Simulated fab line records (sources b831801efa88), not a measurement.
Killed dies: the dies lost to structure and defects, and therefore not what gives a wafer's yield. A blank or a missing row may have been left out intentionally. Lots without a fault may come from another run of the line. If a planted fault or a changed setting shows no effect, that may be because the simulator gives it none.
Which tool is to blame? -- flow gf180mcu -- 32 wafers from 11 lots sampled at 3 of the route's 602 steps

== WHAT EACH GAUGE READ, for each wafer ==
GF_V3_RS_MEAS_24: a four-point-probe measurement.
lot,measured,on,V3_W_RS (ohm/sq)
L831,day 22 06:02,film metro-04,0.327 0.320 0.325
L832,day 22 18:08,film metro-03,0.329 0.320 0.328
L833,day 23 01:30,film metro-01,0.327 0.327 0.327
L834,day 23 11:42,film metro-01,0.327 0.330 0.327
L835,day 23 15:37,film metro-01,0.325 0.334 0.336
L837,day 24 10:35,film metro-04,0.328 0.341 0.334
L840,day 25 10:23,film metro-01,0.331 0.332 0.322
L841,day 25 19:44,film metro-01,0.335 0.334 0.333
L845,day 27 01:24,film metro-01,0.323 0.233
L852,day 29 09:02,film metro-01,0.329 0.325 0.327
L853,day 29 22:50,film metro-01,0.328 0.330 0.331

GF_V3_THK_MEAS_25: measures by xrf.
lot,measured,on,V3_W_THK (nm)
L831,day 22 06:10,film metro-04,350 357 352
L832,day 22 18:16,film metro-03,339 350 342
L833,day 23 01:37,film metro-01,353 354 354
L834,day 23 11:49,film metro-01,353 350 354
L835,day 23 15:44,film metro-01,355 348 344
L837,day 24 10:41,film metro-04,344 334 341
L840,day 25 10:30,film metro-01,341 342 353
L841,day 25 19:51,film metro-01,340 341 341
L845,day 27 01:31,film metro-01,356 499
L852,day 29 09:09,film metro-01,348 354 349
L853,day 29 22:56,film metro-01,351 342 345

== WHAT TOOL EACH LOT RAN ON (gives the tool, then ch and the chambers of the sampled wafers, and finally the start) ==
lot,GF_V3_CVD_23
L831,"cvd w-01 ch 0,1, day 22 05:56"
L832,"cvd w-01 ch 0,1, day 22 18:01"
L833,"cvd w-01 ch 0,1, day 23 01:23"
L834,"cvd w-02 ch 0,1, day 23 11:35"
L835,"cvd w-01 ch 0,1, day 23 15:31"
L837,"cvd w-01 ch 0,1, day 24 10:28"
L840,"cvd w-01 ch 0,1, day 25 10:12"
L841,"cvd w-01 ch 1, day 25 19:32"
L845,"cvd w-01 ch 0, day 27 01:16"
L852,"cvd w-02 ch 1, day 29 08:48"
L853,"cvd w-02 ch 0,1, day 29 22:43"
- GF_V3_CVD_23: deposits W, target thk 350 nm, time 104.9 s.

== AS READ BY THE TOOLS THEMSELVES (means over the sampled wafers that have a number; for cases with no such wafer, the mark the record gives instead) ==
GF_V3_CVD_23.
lot,tool,heater power outer w (W),heater power w (W),susceptor temp C (C)
L831,cvd w-01,493,842,400.08
L832,cvd w-01,491,822,400.04
L833,cvd w-01,520,871,400.12
L834,cvd w-02,460,749,400.19
L835,cvd w-01,494,837,400.09
L837,cvd w-01,495,833,399.94
L840,cvd w-01,491,837,400.05
L841,cvd w-01,471,784,400.25
L845,cvd w-01,534,930,400.30
L852,cvd w-02,486,759,399.88
L853,cvd w-02,475,753,399.90

== THE ANSWER, worked out from the rows above alone ==
Rule: usual is defined by the lots themselves. The widest of any qualifying gaps counts: lots, ordered by their means at a reading, are off when they make up no more than a third of the lots, leave a main group of 4 or more, and stand apart from it by 3 or more times the standard deviation of that group's means. Not used: any main group whose means are identical at the precision the tables above print for the reading. A lot without any number at a reading at which 4 lots or more have one is off too. The other lots that the step has rows for count as sound. The gauges are gone through in route order, then the tools' own readings, and for those a lot's mean is taken as printed above. At the first step where some lot is off, the reading lying furthest off is the one used; lots without a number count as furthest.
Off: L845, seen at GF_V3_RS_MEAS_24 (V3_W_RS). For the main group the mean is 0.329 ohm/sq and the standard deviation 0.0033.
A tool fits if, at a process step before that reading, it ran every lot that is off, and no sound lot after the first of them. Gauges at GF_V3_RS_MEAS_24: tried the same way as those tools. One fits: GF_V3_CVD_23 on cvd w-01. A fault onset in the window from L841 (day 25 19:32, its last sound lot) to L845 (day 27 01:16, its first lot off) fits.

== WHAT THE SIMULATOR PUT IN ==
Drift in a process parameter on cvd w-01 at GF_V3_CVD_23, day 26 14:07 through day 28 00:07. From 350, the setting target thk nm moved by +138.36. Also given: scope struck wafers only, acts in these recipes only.
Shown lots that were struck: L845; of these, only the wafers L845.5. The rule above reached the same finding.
